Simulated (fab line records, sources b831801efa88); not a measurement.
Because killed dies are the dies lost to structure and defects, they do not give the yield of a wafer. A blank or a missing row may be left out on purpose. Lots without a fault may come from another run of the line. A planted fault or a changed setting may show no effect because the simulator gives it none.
fab line records    flow sky130
record: lots: 12  wafers: 36  last_day: 50
route steps=708 shown DNWELL@43 SONOS_ONO@182 LOCAL_INTERCONNECT@400 PAD_OPEN@708
lots untouched by any fault: they come from a run of this same line in which no faults occurred
start_h: the number of hours between the record's first day and the start of the first shown wafer of the lot    wait_h: hours from the lot's prior step to this one    " same as the row above    L1.1+2: a single row standing in for several wafers    - no value present, or no start provided    * or withheld: withheld    < > ~ a bound
route shown NAME@n: NAME is a module with steps in the file, n the number in the route of the first one    usual: mean/standard deviation of fault-free wafers    same: alike in all rows    chamber/n: place in a boat    sites: each site's reading    _std_site: standard deviation of those values    _edge_site: the outer-site mean with the inner-site mean subtracted    radius_mm: for every site, how far away it sits from the centre of the wafer    mask NAME#n: copy n    behind: the most recent tool/chamber to have shaped the wafer    hold: reason for holding the lot/hours on hold/outcome of the hold    device: names the non-switching transistor (n, p or np)    end of line: at the end of the route, the tests of the same wafers    step lacking rows: just its recipe    killed: dies that structure and defects cost at the first sort, which is not the same as the wafer's yield    map: the dies of a wafer, with x for killed, . for not killed, _ for no die there
set.NAME: the run value of the setting; set.NAME@STEP: its run value at that earlier step    model.NAME: the simulator's own value behind a step, which no gauge read
one table for each step of the route and one row for each wafer, over a sample of lots
services: a tool's chamber out of use, with start hour (start_h, from the record's first day; less than 0 if before it), hours out, and reason
== steps ==
step: SKY_DNWELL_STRIP_08
recipe: chemistry: O2/N2  power_w: 1400  pressure_mtorr: 1500  platen_temp_c: withheld  o2_flow_sccm: 3000  n2_flow_sccm: 300  overash_fraction: 0.5
usual: drypump_motor_current_A: 5.55/0.19  oes_product_au: 0.722/0.0052  strip_time_to_endpoint_s: 36.93/0.092
lot.wafer  tool             chamber  start_h  wait_h  drypump_motor_current_A  oes_product_au  rf_hours_counter_h  strip_time_to_endpoint_s
L139.2     plasma_asher-02  0        64.45    0.1     5.47                     0.725           36                  36.97
L139.3     "                0        "        "       5.48                     0.723           -                   36.95
L139.4     "                1        "        "       5.38                     0.716           -                   36.97
L141.1     plasma_asher-04  1        72.39    0.1     5.94                     0.722           27                  36.91
L141.3     "                1        "        "       5.94                     0.724           -                   36.96
L141.5     "                0        "        "       5.61                     0.726           -                   36.87
L142.2     plasma_asher-04  1        76.54    0.1     5.89                     0.719           27                  36.94
L142.3     "                1        "        "       5.93                     0.722           -                   36.96
L142.5     "                1        "        "       5.90                     0.726           -                   37.01
L143.1     plasma_asher-02  1        77.29    0.1     5.38                     0.715           37                  36.92
L143.2     "                0        "        "       5.46                     0.722           37                  36.90
L143.6     "                0        "        "       5.48                     0.719           -                   37.01
L144.4     plasma_asher-02  1        82.68    0.1     5.37                     0.724           -                   36.84
L144.5     "                1        "        "       5.38                     0.719           -                   36.84
L144.6     "                0        "        "       5.47                     0.729           -                   36.90
L146.1     plasma_asher-02  1        96.24    0.1     5.37                     0.725           39                  36.99
L146.3     "                1        "        "       5.37                     0.723           -                   36.89
L146.6     "                0        "        "       5.47                     0.721           -                   37.02
L147.1     plasma_asher-02  1        100.14   0.1     5.38                     0.732           39                  37.09
L147.3     "                0        "        "       5.47                     0.727           -                   37.04
L147.4     "                1        "        "       5.38                     0.718           -                   36.97
L149.1     plasma_asher-02  1        106.84   0.1     5.38                     0.723           40                  36.87
L149.5     "                0        "        "       5.48                     0.721           -                   36.91
L149.6     "                1        "        "       5.36                     0.716           -                   36.94
L151.1     plasma_asher-04  1        119.39   0.1     5.92                     0.724           31                  36.88
L151.3     "                0        "        "       5.60                     0.721           -                   36.89
L151.6     "                1        "        "       5.89                     0.720           -                   36.84
L152.3     plasma_asher-02  1        123.23   0.1     5.39                     0.722           -                   36.85
L152.4     "                0        "        "       5.47                     0.721           -                   36.94
L152.5     "                0        "        "       5.46                     0.716           -                   36.92
L159.2     plasma_asher-04  0        168.74   0.1     5.64                     0.739           36                  36.95
L159.3     "                1        "        "       5.91                     0.718           -                   37.09
L159.6     "                1        "        "       5.92                     0.722           -                   36.98
L160.1     plasma_asher-04  1        179.29   0.1     5.92                     0.725           37                  36.90
L160.4     "                1        "        "       5.94                     0.725           -                   37.07
L160.6     "                0        "        "       5.60                     0.716           -                   36.96
step: SKY_SONOS_ONO_OVL_MEAS_14
usual: SONOS_ONO_OVL: 0.4/1.3
lot.wafer  tool        chamber  start_h  wait_h  SONOS_ONO_OVL[nm]
L139.2     overlay-02  -        294.83   0.1     -0.1
L139.3     "           -        "        "       -1.5
L139.4     "           -        "        "       -1.2
L141.1     overlay-02  -        309.52   0.1     -0.4
L141.3     "           -        "        "       2.2
L141.5     "           -        "        "       -0.1
L142.2     overlay-02  -        313.56   0.1     -0.2
L142.3     "           -        "        "       -0.3
L142.5     "           -        "        "       1.0
L143.1     overlay-02  -        314.97   0.1     2.2
L143.2     "           -        "        "       3.1
L143.6     "           -        "        "       1.9
L144.4     overlay-02  -        322.92   0.1     -0.2
L144.5     "           -        "        "       0.4
L144.6     "           -        "        "       1.1
L146.1     overlay-01  -        346.76   0.1     -2.9
L146.3     "           -        "        "       -3.0
L146.6     "           -        "        "       -1.3
L147.1     overlay-01  -        351.71   0.1     -0.6
L147.3     "           -        "        "       0.5
L147.4     "           -        "        "       0.6
L149.1     overlay-02  -        361.07   0.1     -1.1
L149.5     "           -        "        "       -0.5
L149.6     "           -        "        "       -0.1
L151.1     overlay-01  -        375.97   0.1     0.3
L151.3     "           -        "        "       2.4
L151.6     "           -        "        "       0.2
L152.3     overlay-02  -        402.47   0.1     0.4
L152.4     "           -        "        "       1.0
L152.5     "           -        "        "       2.0
L159.2     overlay-02  -        455.36   0.1     2.1
L159.3     "           -        "        "       1.4
L159.6     "           -        "        "       0.8
L160.1     overlay-01  -        475.32   0.1     1.5
L160.4     "           -        "        "       -2.8
L160.6     "           -        "        "       0.6
step: SKY_SONOS_ONO_ETCH_15
recipe: target_depth_nm: 19.52  chemistry: CHF3/O2  source_w: 600  bias_w: 200  pressure_mtorr: 40  chf3_flow_sccm: 50  O2_flow_sccm: 5  time_s: 7.8
usual: chf3_flow_sccm: 50.00/0.15  drypump_motor_current_A: 6.0/0.46  oes_product_au: 1.002/0.0077  throttle_valve_pct: 8.826/0.0084
same: time_s: 7.8
lot.wafer  tool         chamber  start_h  wait_h  chf3_flow_sccm  drypump_motor_current_A  oes_product_au  rf_hours_counter_h  throttle_valve_pct
L139.2     rie_diel-01  3        294.86   0.0     49.86           5.4                      1.007           10                  8.821
L139.3     "            0        "        "       49.90           6.1                      0.999           28                  8.825
L139.4     "            2        "        "       50.02           6.5                      0.997           0                   8.830
L141.1     rie_diel-04  2        309.56   0.0     50.08           6.4                      0.989           0                   8.827
L141.3     "            0        "        "       50.00           5.6                      1.010           113                 8.833
L141.5     "            3        "        "       50.25           5.2                      1.009           -                   8.818
L142.2     rie_diel-01  1        313.59   0.0     49.95           6.7                      0.998           64                  8.819
L142.3     "            0        "        "       49.94           5.9                      1.007           28                  8.833
L142.5     "            0        "        "       50.27           5.9                      1.008           -                   8.819
L143.1     rie_diel-03  3        315.01   0.0     50.01           5.7                      1.005           28                  8.835
L143.2     "            1        "        "       50.09           5.9                      1.009           29                  8.817
L143.6     "            0        "        "       49.95           6.0                      1.011           -                   8.827
L144.4     rie_diel-04  0        322.94   0.0     49.76           5.6                      1.004           113                 8.819
L144.5     "            0        "        "       49.86           5.6                      1.009           -                   8.811
L144.6     "            3        "        "       49.83           5.2                      1.006           -                   8.845
L146.1     rie_diel-03  2        346.79   0.0     50.05           6.6                      0.990           4                   8.827
L146.3     "            1        "        "       49.98           5.9                      0.995           30                  8.827
L146.6     "            0        "        "       49.82           6.0                      1.000           -                   8.821
L147.1     rie_diel-01  3        351.74   0.0     50.11           5.4                      1.011           10                  8.808
L147.3     "            2        "        "       50.16           6.4                      1.002           1                   8.824
L147.4     "            1        "        "       49.95           6.7                      1.010           65                  8.823
L149.1     rie_diel-04  0        361.11   0.0     49.90           5.6                      1.000           114                 8.822
L149.5     "            0        "        "       49.82           5.6                      1.005           -                   8.818
L149.6     "            1        "        "       50.08           6.2                      0.998           -                   8.823
L151.1     rie_diel-03  0        376.01   0.0     50.04           6.0                      1.007           2                   8.816
L151.3     "            2        "        "       50.12           6.6                      0.995           4                   8.810
L151.6     "            2        "        "       50.15           6.6                      0.991           -                   8.815
L152.3     rie_diel-03  3        402.49   0.0     49.77           5.6                      1.020           30                  8.825
L152.4     "            0        "        "       50.10           6.0                      0.998           2                   8.826
L152.5     "            3        "        "       49.82           5.6                      1.018           -                   8.816
L159.2     rie_diel-01  2        455.39   0.0     49.97           6.4                      0.996           3                   8.820
L159.3     "            3        "        "       50.16           5.5                      1.005           12                  8.820
L159.6     "            2        "        "       49.95           6.5                      0.995           -                   8.838
L160.1     rie_diel-04  1        475.36   0.0     50.11           6.1                      1.010           7                   8.831
L160.4     "            2        "        "       50.00           6.4                      0.998           3                   8.834
L160.6     "            2        "        "       50.18           6.4                      0.998           -                   8.829
step: SKY_LOCAL_INTERCONNECT_ETCH_13
recipe: chemistry: N2/H2  target: BARC  ion_energy_ev: 200  bias_w: 100  pressure_mtorr: 30  n2_flow_sccm: 100  h2_flow_sccm: 200  icp_w: 500  stop_on: SiO2  time_s: 45.9  target_depth_a: 600
usual: drypump_motor_current_A: 5.7/0.39  oes_product_au: 0.854/0.0054  throttle_valve_pct: 13.225/0.0089
same: time_s: 45.9
lot.wafer  tool          chamber  start_h  wait_h  drypump_motor_current_A  oes_product_au  rf_hours_counter_h  throttle_valve_pct
L139.2     rie_metal-03  0        734.11   0.0     6.2                      0.854           4                   13.228
L139.3     "             0        "        "       6.2                      0.853           -                   13.233
L139.4     "             1        "        "       5.6                      0.849           -                   13.223
L141.1     rie_metal-02  0        739.51   0.0     5.6                      0.862           11                  13.245
L141.3     "             1        "        "       5.6                      0.861           -                   13.223
L141.5     "             1        "        "       5.6                      0.852           -                   13.227
L143.1     rie_metal-03  1        747.00   0.0     5.6                      0.855           9                   13.228
L143.2     "             0        "        "       6.2                      0.841           4                   13.231
L143.6     "             0        "        "       6.2                      0.848           -                   13.226
L142.2     rie_metal-02  1        747.04   0.0     5.6                      0.849           5                   13.216
L142.3     "             1        "        "       5.6                      0.868           -                   13.212
L142.5     "             0        "        "       5.6                      0.850           -                   13.228
L144.4     rie_metal-01  1        748.03   0.0     5.9                      0.867           -                   13.245
L144.5     "             0        "        "       4.9                      0.860           -                   13.216
L144.6     "             1        "        "       5.9                      0.856           -                   13.239
L146.1     rie_metal-01  0        773.11   0.0     4.9                      0.850           5                   13.218
L146.3     "             0        "        "       4.9                      0.858           -                   13.219
L146.6     "             0        "        "       4.9                      0.861           -                   13.230
L147.1     rie_metal-01  1        776.56   0.0     5.9                      0.848           5                   13.223
L147.3     "             1        "        "       5.9                      0.849           -                   13.243
L147.4     "             0        "        "       4.8                      0.851           -                   13.229
L149.1     rie_metal-01  1        783.66   0.0     5.9                      0.863           5                   13.224
L149.5     "             1        "        "       5.9                      0.855           -                   13.226
L149.6     "             0        "        "       4.9                      0.850           -                   13.211
L151.1     rie_metal-03  1        798.70   0.0     5.7                      0.850           11                  13.241
L151.3     "             0        "        "       6.2                      0.860           -                   13.234
L151.6     "             1        "        "       5.6                      0.854           -                   13.244
L152.3     rie_metal-02  0        821.53   0.0     5.6                      0.856           -                   13.239
L152.4     "             1        "        "       5.6                      0.862           -                   13.214
L152.5     "             1        "        "       5.6                      0.863           -                   13.226
L159.2     rie_metal-03  0        864.90   0.0     6.2                      0.850           9                   13.230
L159.3     "             1        "        "       5.7                      0.864           -                   13.220
L159.6     "             1        "        "       5.7                      0.860           -                   13.210
L160.1     rie_metal-03  0        885.99   0.0     6.2                      0.851           10                  13.220
L160.4     "             0        "        "       6.2                      0.858           -                   13.229
L160.6     "             1        "        "       5.7                      0.845           -                   13.226
step: SKY_PAD_OPEN_PROBE_99
usual: killed_at_M0_to_M3: 44/7.1  killed_at_M4_up: 3.0/1.9  killed_at_contacts: 25/5.6  killed_at_front_end: 14/4.1  killed_at_other: 0.2/0.44  killed_dies: 86/9.1  killed_open: 47/7.4  killed_short: 39/5.7
same: gross_dies: 492  killed_at_back_side: 0
lot.wafer  tool       chamber  start_h  wait_h  killed_at_M0_to_M3  killed_at_M4_up  killed_at_contacts  killed_at_front_end  killed_at_other  killed_dies  killed_open  killed_short
L160.1     prober-01  -        1206.06  0.1     53                  2                27                  51                   0                133          45           49
L160.4     prober-01  -        1206.21  0.2     40                  2                23                  57                   0                122          44           39
L160.6     prober-01  -        1206.31  0.2     53                  3                22                  13                   0                91           48           43
killed by level:class
L160.1 DNWELL:unspecified=39 VIA1:geometric_particle:open=16 METAL1:geometric_particle:short=9 CONTACT:geometric_particle:short=8 CONTACT:geometric_particle:open=8 LI_CONTACT:geometric_particle:open=7 VIA2:geometric_particle:short=6 METAL2:geometric_particle:short=5
L160.4 DNWELL:unspecified=39 VIA1:geometric_particle:open=9 CONTACT:geometric_particle:open=8 METAL1:geometric_particle:short=7 CONTACT:geometric_particle:short=6 VIA1:geometric_particle:short=6 VIA3:geometric_particle:open=6 POLY_GATE:geometric_particle:short=5
L160.6 VIA1:geometric_particle:open=9 CONTACT:geometric_particle:open=8 VIA2:geometric_particle:open=8 CONTACT:geometric_particle:short=7 METAL2:geometric_particle:short=6 VIA3:geometric_particle:open=6 METAL1:geometric_particle:short=5 FIELD_ISO:geometric_particle:open=4
== services ==
tool             chamber  start_h  hours  kind
rie_diel-04      -        41.77    0.6    repair
plasma_asher-02  -        48.78    2.1    repair
rie_diel-01      -        57.91    14.6   pm
rie_diel-01      1        96.36    4.5    repair
rie_diel-04      -        109.06   0.6    repair
rie_diel-04      -        114.06   0.5    repair
rie_diel-01      0        114.31   12.2   repair
rie_metal-03     -        135.29   0.3    repair
rie_metal-03     1        137.69   1.2    repair
rie_metal-01     0        157.37   6.2    repair
rie_diel-01      2        164.56   4.0    repair
rie_diel-03      -        174.57   2.8    pm
rie_diel-03      2        178.23   19.7   repair
rie_metal-03     1        226.61   7.3    repair
rie_metal-03     1        304.10   26.1   repair
plasma_asher-02  -        343.67   8.5    repair
rie_metal-03     0        369.59   2.6    repair
plasma_asher-04  -        384.51   4.2    repair
plasma_asher-02  -        421.25   9.0    pm
plasma_asher-02  -        686.95   14.6   pm
plasma_asher-04  -        708.24   2.8    pm
plasma_asher-02  -        710.38   5.9    repair
rie_metal-03     -        737.00   0.7    repair
rie_metal-03     -        812.70   2.8    pm
== key ==
first_sign: step: SKY_PAD_OPEN_PROBE_99  reading: killed_at_front_end  direction: up  sigmas: 9.7  usual: 14  struck: 54
effect: step: SKY_PAD_OPEN_PROBE_99  reading: killed_dies  direction: up  sigmas: 4.6  usual: 86  struck: 128
met_at SKY_DNWELL_STRIP_08
struck_lots L160
struck_wafers L160.1,L160.4
tester_left_out L160
not_acting_at SKY_SONOS_ONO_OVL_MEAS_14,SKY_SONOS_ONO_ETCH_15,SKY_LOCAL_INTERCONNECT_ETCH_13
onset_between 168.74 179.29
fault: kind: chamber_particle_source  tool: plasma_asher-04  chamber: 1  onset_h: 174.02  steps: SKY_DNWELL_STRIP_08  rate_per_visit_cm2: 0.70306  end_h: 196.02
tester_left_out: of these lots the tester's yield and bins aren't shown, on N5 and GAA mostly nor the transistor test; their killed dies are dies lost to structure and defects alone, not to doping, threshold or leakage, so they don't give the yield
